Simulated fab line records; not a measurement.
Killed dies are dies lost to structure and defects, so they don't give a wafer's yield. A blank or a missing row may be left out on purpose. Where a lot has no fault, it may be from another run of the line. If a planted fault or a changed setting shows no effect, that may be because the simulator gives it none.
fab line records | flow sky130
[record] lots = 6 | wafers = 18 | last-day = 49
route steps=708 shown SONOS_TUNNEL@156 SONOS_ONO@168 PAD_OPEN@708
lots that met no fault: taken from a fault-free run of the same line
start-h: the number of hours between the record's first day and the start of the first shown wafer of the lot | wait-h: hours from the lot's prior step to this one | " as in the row above | L1.1+2: a single row standing in for several wafers | - no value, or no start was given | * or withheld: withheld | < > ~ a bound
route shown NAME@n: names a module that has steps shown in the file, with the first one's number in the route | usual: average and standard deviation across the fault-free wafers | same: alike in all rows | chamber/n: place in a boat | sites: the reading at each site | _std_site: how widely they spread, as a standard deviation | _edge_site: the outer-site mean with the inner-site mean subtracted | radius-mm: how far each site lies from the wafer's centre | mask NAME#n: copy n | behind: the last tool/chamber to shape the wafer | hold: the reason the lot was held/the length of the hold in hours/how it ended | device: whichever transistor did not switch (one of n, p or np) | end of line: the route-end tests of the same wafers | for a step that has no rows: nothing shown but its recipe | killed: at the first sort, the dies lost to defects and structure; wafer yield is something else | map: dies across one wafer; x = killed, . = not, _ = none there
set.NAME: the setting as run; set.NAME@STEP: as run at that earlier step | model.NAME: the simulator's own value behind a step, which no gauge read
lots at some steps of the route; a table a step, a row a wafer
services: when a tool's chamber went out of use (start-h, in hours from the record's first day, below 0 if earlier), for how many hours, and the reason
[[steps]]
[step SKY_SONOS_TUNNEL_COAT_02]
[recipe] resist = NOVOLAK | spin-rpm = 3000 | resist-thk-nm = 1140
[step SKY_SONOS_TUNNEL_SOFTBAKE_03]
[recipe] temp-c = 90 | time-s = 60 | resist = NOVOLAK
[step SKY_SONOS_TUNNEL_EXPOSE_04]
[recipe] mask-id = TUNM | na = 0.6 | source-shape = conventional | sigma-outer = 0.6 | polarization = unpolarized | target-cd-nm = 410 | dose-mj = 136
[step SKY_SONOS_TUNNEL_PEB_05]
[recipe] temp-c = withheld | time-s = * | resist = NOVOLAK
[step SKY_SONOS_TUNNEL_DEVELOP_06]
[recipe] resist = NOVOLAK | developer = TMAH | develop-time-s = 60 | dev-temp-c = 23
[step SKY_SONOS_TUNNEL_CD_MEAS_07]
[recipe] target-cd-nm = 410
[usual] cd-nm = 409.7/2.4
lot.wafer | tool      | chamber | start-h | wait-h | cd-nm
L926.1    | cd-sem-01 | -       | 284.07  | 0.1    | 408.4
L926.2    | "         | -       | "       | "      | 409.0
L926.4    | "         | -       | "       | "      | 409.8
L929.1    | cd-sem-02 | -       | 312.62  | 0.1    | 409.4
L929.2    | "         | -       | "       | "      | 411.7
L929.4    | "         | -       | "       | "      | 409.2
L930.2    | cd-sem-02 | -       | 313.42  | 0.1    | 413.9
L930.4    | "         | -       | "       | "      | 411.3
L930.6    | "         | -       | "       | "      | 410.2
L938.2    | cd-sem-02 | -       | 378.17  | 0.1    | 410.4
L938.4    | "         | -       | "       | "      | 408.8
L938.5    | "         | -       | "       | "      | 408.9
L939.2    | cd-sem-02 | -       | 384.93  | 0.1    | 409.2
L939.5    | "         | -       | "       | "      | 407.5
L939.6    | "         | -       | "       | "      | 406.9
L942.1    | cd-sem-02 | -       | 410.07  | 0.1    | 411.7
L942.3    | "         | -       | "       | "      | 411.6
L942.6    | "         | -       | "       | "      | 414.6
[step SKY_SONOS_TUNNEL_OVL_MEAS_08]
[usual] SONOS_TUNNEL_OVL = -1.2/1.5
lot.wafer | tool       | chamber | start-h | wait-h | SONOS_TUNNEL_OVL[nm]
L926.1    | overlay-02 | -       | 284.19  | 0.1    | -3.5
L926.2    | "          | -       | "       | "      | -3.0
L926.4    | "          | -       | "       | "      | -3.0
L929.1    | overlay-02 | -       | 312.74  | 0.1    | -2.8
L929.2    | "          | -       | "       | "      | -1.3
L929.4    | "          | -       | "       | "      | -0.4
L930.2    | overlay-01 | -       | 313.52  | 0.1    | 1.5
L930.4    | "          | -       | "       | "      | -1.0
L930.6    | "          | -       | "       | "      | -1.4
L938.2    | overlay-02 | -       | 378.27  | 0.1    | -0.2
L938.4    | "          | -       | "       | "      | -1.2
L938.5    | "          | -       | "       | "      | -2.1
L939.2    | overlay-02 | -       | 385.03  | 0.1    | -2.0
L939.5    | "          | -       | "       | "      | -1.3
L939.6    | "          | -       | "       | "      | -1.4
L942.1    | overlay-02 | -       | 410.19  | 0.1    | 0.3
L942.3    | "          | -       | "       | "      | -0.4
L942.6    | "          | -       | "       | "      | 0.4
[step SKY_SONOS_TUNNEL_IMPLANT_09]
[recipe] species = B | energy-kev = 20 | dose-cm2 = 1e+12 | tilt-deg = withheld
[step SKY_SONOS_TUNNEL_WET_ETCH_10]
[recipe] chemistry = dHF | target-depth-nm = 14 | target = SiO2 | dilution = 100:1 | temp-c = 25 | time-s = 280
[step SKY_SONOS_TUNNEL_STRIP_11]
[recipe] chemistry = SPM | time-s = 600 | temp-c = 130
[step SKY_SONOS_TUNNEL_TW_MEAS_12]
[usual] SONOS_TUNNEL_TW = 196.4/2
lot.wafer | tool          | chamber | start-h | wait-h | SONOS_TUNNEL_TW
L926.1    | film-metro-01 | -       | 284.67  | 0.0    | 198.2
L926.2    | "             | -       | "       | "      | 197.9
L926.4    | "             | -       | "       | "      | 198.0
L929.1    | film-metro-01 | -       | 313.19  | 0.0    | 197.6
L929.2    | "             | -       | "       | "      | 196.8
L929.4    | "             | -       | "       | "      | 196.7
L930.2    | film-metro-04 | -       | 313.98  | 0.0    | 195.8
L930.4    | "             | -       | "       | "      | 196.9
L930.6    | "             | -       | "       | "      | 198.1
L938.2    | film-metro-01 | -       | 378.74  | 0.0    | 197.7
L938.4    | "             | -       | "       | "      | 198.0
L938.5    | "             | -       | "       | "      | 197.7
L939.2    | film-metro-02 | -       | 385.48  | 0.0    | 193.5
L939.5    | "             | -       | "       | "      | 193.4
L939.6    | "             | -       | "       | "      | 192.8
L942.1    | film-metro-04 | -       | 410.65  | 0.0    | 198.5
L942.3    | "             | -       | "       | "      | 197.9
L942.6    | "             | -       | "       | "      | 198.7
[step SKY_SONOS_TUNNEL_CLEAN_13]
[recipe] chemistry = dHF | time-s = 20 | dilution = 100:1 | dry = ipa-marangoni
[step SKY_SONOS_ONO_OXIDATION_00]
[recipe] temp-c = 800 | ambient = O2 | idle-temp-c = 700 | ramp-up-c-per-min = 10 | ramp-down-c-per-min = 3 | stabilise-s = 600 | purge-s = 300 | target-thk-a = 26 | ox-time-s = 1249
lot.wafer | tool       | chamber | start-h | wait-h | model.SiO2_of_SONOS_ONO_OXIDATION_00.thk-nm
L926.1    | furnace-01 | 0       | 284.75  | 0.0    | 2.623
L926.2+4  | "          | 0       | "       | "      | 2.586
L929.1    | furnace-01 | 0       | 313.26  | 0.0    | 2.217
L929.2    | "          | 0       | "       | "      | 2.172
L929.4    | "          | 0       | "       | "      | 2.193
L930.2    | furnace-01 | 0       | 314.61  | 0.6    | 2.264
L930.4    | "          | 0       | "       | "      | 2.24
L930.6    | "          | 0       | "       | "      | 2.233
L938.2    | furnace-01 | 0       | 378.81  | 0.0    | 2.589
L938.4    | "          | 0       | "       | "      | 2.584
L938.5    | "          | 0       | "       | "      | 2.613
L939.2    | furnace-02 | 0       | 387.30  | 1.7    | 2.635
L939.5    | "          | 0       | "       | "      | 2.668
L939.6    | "          | 0       | "       | "      | 2.642
L942.1    | furnace-02 | 0       | 413.66  | 2.9    | 2.544
L942.3    | "          | 0       | "       | "      | 2.578
L942.6    | "          | 0       | "       | "      | 2.597
[step SKY_SONOS_ONO_THK_MEAS_01]
[recipe] reads = SiO2_of_SONOS_ONO_OXIDATION_00
[usual] SONOS_ONO_OXIDATION_THK = 2.61/0.059
lot.wafer | tool          | chamber | start-h | wait-h | SONOS_ONO_OXIDATION_THK[nm]
L926.1    | film-metro-02 | -       | 286.10  | 0.0    | 2.67
L926.2    | "             | -       | "       | "      | 2.59
L926.4    | "             | -       | "       | "      | 2.60
L929.1    | film-metro-02 | -       | 314.61  | 0.0    | 2.22
L929.2    | "             | -       | "       | "      | 2.22
L929.4    | "             | -       | "       | "      | 2.20
L930.2    | film-metro-01 | -       | 315.97  | 0.0    | 2.22
L930.4    | "             | -       | "       | "      | 2.20
L930.6    | "             | -       | "       | "      | 2.21
L938.2    | film-metro-03 | -       | 380.16  | 0.0    | 2.59
L938.4    | "             | -       | "       | "      | 2.58
L938.5    | "             | -       | "       | "      | 2.60
L939.2    | film-metro-03 | -       | 388.65  | 0.0    | 2.68
L939.5    | "             | -       | "       | "      | 2.68
L939.6    | "             | -       | "       | "      | 2.68
L942.1    | film-metro-02 | -       | 415.03  | 0.0    | 2.53
L942.3    | "             | -       | "       | "      | 2.58
L942.6    | "             | -       | "       | "      | 2.61
[step SKY_SONOS_ONO_CVD_02]
[recipe] material = Si3N4 | precursor = DCS/NH3 | target-thk-nm = 10.5 | temp-c = 770 | time-s = 180 | pressure-mtorr = 250
[step SKY_PAD_OPEN_PROBE_99]
[usual] killed_at_M0_to_M3 = 41/6.2 | killed_at_M4_up = 3.0/1.7 | killed-at-contacts = 25/5.8 | killed-at-front-end = 16/4.5 | killed-at-other = 0.2/0.42 | killed-dies = 85/8.4 | killed-open = 46/5.9 | killed-short = 39/6.3
[same] gross-dies = 492 | killed-at-back-side = 0
lot.wafer | tool      | chamber | start-h | wait-h | killed_at_M0_to_M3 | killed_at_M4_up | killed-at-contacts | killed-at-front-end | killed-at-other | killed-dies | killed-open | killed-short | model.etest.sonos-erased.drive-ua-um | model.etest.cap-ono.gate-log10-a-cm2 | model.etest.cap-ono.gate-bv-v | model.etest.cap-ono.tox-acc-nm | model.etest.sonos-erased.vt-v | model.etest.sonos-baked.vt-less-v
L926.1    | prober-02 | -       | 1104.27 | 0.1    | 44                 | 8               | 27                 | 13                  | 0               | 92          | 47          | 45           | 154.8                                | -8.066                               | 16.94                         | 12.93                          | -2.206                        | -0.4893
L926.2    | prober-02 | -       | 1104.32 | 0.1    | 45                 | 3               | 25                 | 11                  | 0               | 84          | 53          | 31           | 177.4                                | -8.087                               | 16.57                         | 13.05                          | -2.23                         | -0.4194
L926.4    | prober-02 | -       | 1104.42 | 0.2    | 37                 | 4               | 30                 | 5                   | 0               | 76          | 40          | 36           | 188.5                                | -8.102                               | 16.5                          | 12.96                          | -2.267                        | -0.5023
L929.1    | prober-01 | -       | 1126.39 | 0.1    | 42                 | 3               | 36                 | 16                  | 0               | 97          | 59          | 35           | 196                                  | -7.571                               | 16.25                         | 12.58                          | -2.469                        | -0.5944
L929.2    | prober-01 | -       | 1126.44 | 0.1    | 43                 | 1               | 23                 | 9                   | 0               | 76          | 33          | 43           | 213.5                                | -7.585                               | 16                            | 12.58                          | -2.48                         | -0.6091
L929.4    | prober-01 | -       | 1126.54 | 0.2    | 41                 | 3               | 24                 | 13                  | 0               | 81          | 42          | 37           | 220.3                                | -7.631                               | 16.34                         | 12.61                          | -2.478                        | -0.6391
L930.2    | prober-02 | -       | 1127.92 | 0.1    | 36                 | 3               | 16                 | 14                  | 0               | 69          | 37          | 32           | 194.2                                | -7.513                               | 16.37                         | 12.61                          | -2.449                        | -0.6091
L930.4    | prober-02 | -       | 1128.02 | 0.2    | 35                 | 5               | 25                 | 15                  | 0               | 80          | 52          | 28           | 204.8                                | -7.5                                 | 16.29                         | 12.54                          | -2.476                        | -0.6352
L930.6    | prober-02 | -       | 1128.12 | 0.2    | 28                 | 2               | 23                 | 18                  | 1               | 72          | 37          | 35           | 237                                  | -7.472                               | 15.79                         | 12.54                          | -2.516                        | -0.6048
L938.2    | prober-02 | -       | 1172.11 | 0.1    | 37                 | 4               | 31                 | 10                  | 0               | 82          | 51          | 31           | 188.4                                | -7.899                               | 16.32                         | 12.82                          | -2.32                         | -0.5315
L938.4    | prober-02 | -       | 1172.21 | 0.2    | 42                 | 2               | 18                 | 14                  | 0               | 76          | 39          | 37           | 192.7                                | -7.787                               | 15.97                         | 12.75                          | -2.347                        | -0.5316
L938.5    | prober-02 | -       | 1172.26 | 0.2    | 42                 | 5               | 22                 | 16                  | 0               | 85          | 49          | 35           | 197.5                                | -7.996                               | 16.44                         | 12.89                          | -2.303                        | -0.4856
L939.2    | prober-01 | -       | 1177.38 | 0.1    | 46                 | 0               | 26                 | 14                  | 0               | 86          | 46          | 40           | 173.2                                | -8.107                               | 16.61                         | 13.05                          | -2.205                        | -0.4591
L939.5    | prober-01 | -       | 1177.53 | 0.2    | 49                 | 3               | 31                 | 13                  | 0               | 96          | 57          | 39           | 178.9                                | -8.051                               | 16.61                         | 12.96                          | -2.225                        | -0.4448
L939.6    | prober-01 | -       | 1177.58 | 0.2    | 53                 | 3               | 30                 | 12                  | 1               | 99          | 56          | 43           | 169.3                                | -7.96                                | 16.58                         | 12.92                          | -2.24                         | -0.5414
L942.1    | prober-01 | -       | 1186.97 | 0.1    | 33                 | 6               | 32                 | 20                  | 0               | 91          | 44          | 44           | 197.2                                | -7.646                               | 16.32                         | 12.7                           | -2.376                        | -0.5126
L942.3    | prober-01 | -       | 1187.07 | 0.2    | 50                 | 3               | 21                 | 17                  | 0               | 91          | 45          | 45           | 206.3                                | -7.778                               | 16.23                         | 12.75                          | -2.349                        | -0.5431
L942.6    | prober-01 | -       | 1187.22 | 0.2    | 43                 | 2               | 22                 | 14                  | 0               | 81          | 48          | 33           | 174.1                                | -7.839                               | 16.32                         | 12.75                          | -2.313                        | -0.4866
// killed by level:class
L926.1 CONTACT:geometric-particle:open=11 VIA1:geometric-particle:short=11 VIA1:geometric-particle:open=11 CONTACT:geometric-particle:short=8 VIA2:geometric-particle:open=7 METAL4:geometric-particle:short=6 FIELD_ISO:geometric-particle:open=3 FIELD_ISO:geometric-particle:short=3
L926.2 VIA1:geometric-particle:open=15 CONTACT:geometric-particle:open=10 VIA2:geometric-particle:open=8 LI_CONTACT:geometric-particle:open=7 METAL2:geometric-particle:short=5 CONTACT:geometric-particle:short=4 VIA1:geometric-particle:short=4 VIA3:geometric-particle:open=4
L926.4 LI_CONTACT:geometric-particle:open=10 VIA1:geometric-particle:open=10 CONTACT:geometric-particle:short=9 METAL1:geometric-particle:short=7 VIA2:geometric-particle:open=6 CONTACT:geometric-particle:open=5 VIA1:geometric-particle:short=5 LI_CONTACT:geometric-particle:short=4
L929.1 CONTACT:geometric-particle:open=17 VIA1:geometric-particle:open=8 LI_CONTACT:geometric-particle:open=8 VIA2:geometric-particle:open=8 VIA1:geometric-particle:short=6 VIA3:geometric-particle:open=6 POLY_GATE:geometric-particle:open=5 CONTACT:geometric-particle:short=5
L929.2 METAL2:geometric-particle:short=11 METAL1:geometric-particle:short=8 VIA1:geometric-particle:open=7 LI_CONTACT:geometric-particle:open=5 CONTACT:geometric-particle:open=5 VIA3:geometric-particle:open=5 CONTACT:geometric-particle:short=4 VIA1:geometric-particle:short=4
L929.4 CONTACT:geometric-particle:open=9 VIA1:geometric-particle:open=9 LI_CONTACT:geometric-particle:open=8 METAL1:geometric-particle:short=8 METAL2:geometric-particle:short=7 POLY_GATE:geometric-particle:open=5 VIA2:geometric-particle:open=5 LI_CONTACT:geometric-particle:short=4
L930.2 VIA1:geometric-particle:open=11 FIELD_ISO:geometric-particle:short=5 FIELD_ISO:geometric-particle:open=4 CONTACT:geometric-particle:short=4 VIA2:geometric-particle:open=4 LI_CONTACT:geometric-particle:open=4 VIA3:geometric-particle:open=4 LOCAL_INTERCONNECT:geometric-particle:short=3
L930.4 VIA1:geometric-particle:open=9 CONTACT:geometric-particle:short=7 CONTACT:geometric-particle:open=7 VIA2:geometric-particle:open=7 FIELD_ISO:geometric-particle:open=6 LI_CONTACT:geometric-particle:open=5 VIA3:geometric-particle:open=5 POLY_GATE:geometric-particle:open=3
L930.6 CONTACT:geometric-particle:open=11 VIA2:geometric-particle:open=6 FIELD_ISO:geometric-particle:short=5 POLY_GATE:geometric-particle:short=5 METAL1:geometric-particle:short=5 FIELD_ISO:geometric-particle:open=4 LOCAL_INTERCONNECT:geometric-particle:short=4 METAL2:geometric-particle:short=4
L938.2 CONTACT:geometric-particle:open=13 VIA1:geometric-particle:open=10 LI_CONTACT:geometric-particle:open=7 VIA2:geometric-particle:open=5 VIA1:geometric-particle:short=5 VIA3:geometric-particle:open=5 LOCAL_INTERCONNECT:geometric-particle:short=4 CONTACT:geometric-particle:short=4
L938.4 VIA2:geometric-particle:open=10 CONTACT:geometric-particle:open=7 CONTACT:geometric-particle:short=5 VIA1:geometric-particle:short=5 VIA3:geometric-particle:short=5 VIA3:geometric-particle:open=5 POLY_GATE:geometric-particle:short=4 VIA1:geometric-particle:open=4
L938.5 VIA1:geometric-particle:open=11 CONTACT:geometric-particle:open=7 METAL2:geometric-particle:short=7 LI_CONTACT:geometric-particle:open=6 FIELD_ISO:geometric-particle:open=5 VIA2:geometric-particle:open=5 POLY_GATE:geometric-particle:open=4 CONTACT:geometric-particle:short=4
L939.2 CONTACT:geometric-particle:open=12 VIA3:geometric-particle:open=9 VIA2:geometric-particle:open=9 CONTACT:geometric-particle:short=8 VIA3:geometric-particle:short=6 POLY_GATE:geometric-particle:open=5 LOCAL_INTERCONNECT:geometric-particle:short=5 VIA1:geometric-particle:open=5
L939.5 CONTACT:geometric-particle:open=11 VIA1:geometric-particle:open=9 METAL1:geometric-particle:short=8 VIA3:geometric-particle:open=8 VIA2:geometric-particle:open=7 LI_CONTACT:geometric-particle:open=6 CONTACT:geometric-particle:short=6 METAL2:geometric-particle:open=5
L939.6 VIA3:geometric-particle:open=14 CONTACT:geometric-particle:open=12 VIA1:geometric-particle:open=8 METAL1:geometric-particle:short=7 CONTACT:geometric-particle:short=7 VIA2:geometric-particle:open=6 LI_CONTACT:geometric-particle:open=5 VIA2:geometric-particle:short=5
L942.1 CONTACT:geometric-particle:open=15 FIELD_ISO:geometric-particle:open=5 POLY_GATE:geometric-particle:short=5 LOCAL_INTERCONNECT:geometric-particle:short=5 VIA1:geometric-particle:open=5 METAL4:geometric-particle:short=5 POLY_GATE:geometric-particle:open=4 LI_CONTACT:geometric-particle:open=4
L942.3 VIA2:geometric-particle:open=10 METAL1:geometric-particle:short=9 VIA3:geometric-particle:short=8 CONTACT:geometric-particle:open=8 POLY_GATE:geometric-particle:open=6 VIA1:geometric-particle:open=5 VIA3:geometric-particle:open=5 VIA1:geometric-particle:short=4
L942.6 CONTACT:geometric-particle:open=12 VIA1:geometric-particle:open=10 VIA3:geometric-particle:open=8 VIA2:geometric-particle:short=6 FIELD_ISO:geometric-particle:short=5 VIA2:geometric-particle:open=5 POLY_GATE:geometric-particle:open=4 VIA3:geometric-particle:short=4
[[services]]
tool       | chamber | start-h | hours | kind
furnace-01 | -       | 329.06  | 11.4  | pm
furnace-02 | -       | 400.63  | 3.4   | pm
[[key]]
[first-sign] step = SKY_SONOS_ONO_THK_MEAS_01 | reading = SONOS_ONO_OXIDATION_THK | direction = down | sigmas = 6.8 | usual = 2.61 | struck = 2.21
effect none on later readings
[model-effect] step = SKY_SONOS_ONO_OXIDATION_00 | value = SiO2_of_SONOS_ONO_OXIDATION_00.thk-nm | without = 2.651 | struck = 2.22
[model-effect] step = SKY_PAD_OPEN_PROBE_99 | value = etest.sonos-erased.drive-ua-um | without = 181.3 | struck = 211
met-at SKY_SONOS_ONO_OXIDATION_00
struck-wafers L929.1,L929.2,L929.4,L930.2,L930.4,L930.6
tester-left-out L929,L930
onset-between 284.75 313.26
[fault] kind = process-parameter-drift | tool = furnace-01 | chamber = - | onset-h = 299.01 | steps = SKY_SONOS_ONO_OXIDATION_00 | channel = ox-time-s | offset = * | shape = step | end-h = 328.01 | acts-in = * | stated = *
// tester-left-out: of these lots the tester's yield and bins aren't shown, on N5 and GAA mostly nor the transistor test; their killed dies are dies lost to structure and defects alone, not to doping, threshold or leakage, so they don't give the yield
